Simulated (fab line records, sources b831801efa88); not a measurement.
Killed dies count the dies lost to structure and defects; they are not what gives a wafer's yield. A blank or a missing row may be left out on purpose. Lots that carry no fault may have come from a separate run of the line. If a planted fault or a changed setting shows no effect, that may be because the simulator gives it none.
Struck lot and sound lot, side by side -- flow gf180mcu -- 16 out of 602 route steps
Sound: wafers L544.2, L544.3, L544.4. Wafers struck: L540.2, L540.3, L540.5. The cause is given at the end.
Each step with rows lists, per side, the tool, then ch with its chambers, then its first start. Under that, the readings that differ: sound wafers -- struck wafers -- difference of the means -- sigmas: that difference in standard deviations of wafers without a fault.
alike: words and numbers the same on both sides, and readings whose means are apart by under 2 such deviations; not compared: readings that were withheld, readings missing a value for some wafer, numbers with overlapping values and no deviation given by the record, and bounds like >300 which may hide the same value.
A row with sigmas, a row that says differs or no value, or rows on one side alone: a step with any of these is where the two part. Numbers that don't overlap but have no deviation are shown without sigmas and don't part them. A reading missing from all wafers of one side parts the sides only when that side holds two or more wafers.

GF_VT_IMPLANT_OVL_MEAS_29:
  sound on overlay-01, day 11 21:56; struck on overlay-02, day 10 15:53
  alike: VT_IMPLANT_02_OVL
then, 1 step without rows for these wafers: GF_VT_IMPLANT_IMPLANT_30.
GF_VT_IMPLANT_STRIP_31: strips in O2/N2.
  sound on plasma_asher-03 ch 0,1, day 11 22:07; struck on plasma_asher-01 ch 1, day 10 16:04
reading,sound,struck,difference,sigmas
strip_time_to_endpoint_s (s),12.68 12.69 12.63,12.58 12.61 12.57,-0.08,-2
  alike: drypump_motor_current_A, heater_power_w, o2_flow_sccm, oes_product_au
  not compared: rf_hours_counter_h
GF_VT_IMPLANT_TW_MEAS_32:
  sound on film_metro-04, day 11 22:14; struck on film_metro-02, day 10 16:11
  alike: VT_IMPLANT_3_TW
then, 7 steps without rows for these wafers: GF_VT_IMPLANT_DEHYDRATE_33 (time 60 s); GF_VT_IMPLANT_HMDS_34 (prime time 60 s); GF_VT_IMPLANT_COAT_35 (resist thk 1000 nm); GF_VT_IMPLANT_SOFTBAKE_36 (time 60 s); GF_VT_IMPLANT_EXPOSE_37 (exposes mask Nwell HV AREA, target cd 860 nm); GF_VT_IMPLANT_PEB_38; GF_VT_IMPLANT_DEVELOP_39 (develop time 60 s).
GF_VT_IMPLANT_OVL_MEAS_40:
  sound on overlay-01, day 12 17:50; struck on overlay-02, day 11 09:56
reading,sound,struck,difference,sigmas
VT_IMPLANT_03_OVL (nm),1.0 1.2 -1.2,-2.7 -3.2 -1.2,-2.7,-2
GF_VT_IMPLANT_IMPLANT_41:
  sound on implanter-03 ch 0, day 12 17:54; struck on implanter-02, day 11 09:59
  no value came back on the struck wafers for any of 5 readings (beam_energy_keV, beam_on_s (s) and others); on the sound wafers beam_energy_keV reads 69.990 70.037 70.017
GF_VT_IMPLANT_STRIP_42: strips in O2/N2.
  sound on plasma_asher-01 ch 0,1, day 12 18:01; struck on plasma_asher-04 ch 0,1, day 11 10:07
  alike: drypump_motor_current_A, heater_power_w, o2_flow_sccm, oes_product_au, strip_time_to_endpoint_s
  not compared: rf_hours_counter_h
GF_VT_IMPLANT_TW_MEAS_43:
  sound on film_metro-01, day 12 18:08; struck on film_metro-02, day 11 10:14
reading,sound,struck,difference,sigmas
VT_IMPLANT_4_TW,693 689 695,30 30 30,-662,-99 or more
then, 1 step without rows for these wafers: GF_VT_IMPLANT_CLEAN_44 (cleans in SC1/SC2, time 150 s).

== WHERE THEY PART ==
First at GF_VT_IMPLANT_STRIP_31; last, within this record, at GF_VT_IMPLANT_TW_MEAS_43.

WHY: what the simulator had put in
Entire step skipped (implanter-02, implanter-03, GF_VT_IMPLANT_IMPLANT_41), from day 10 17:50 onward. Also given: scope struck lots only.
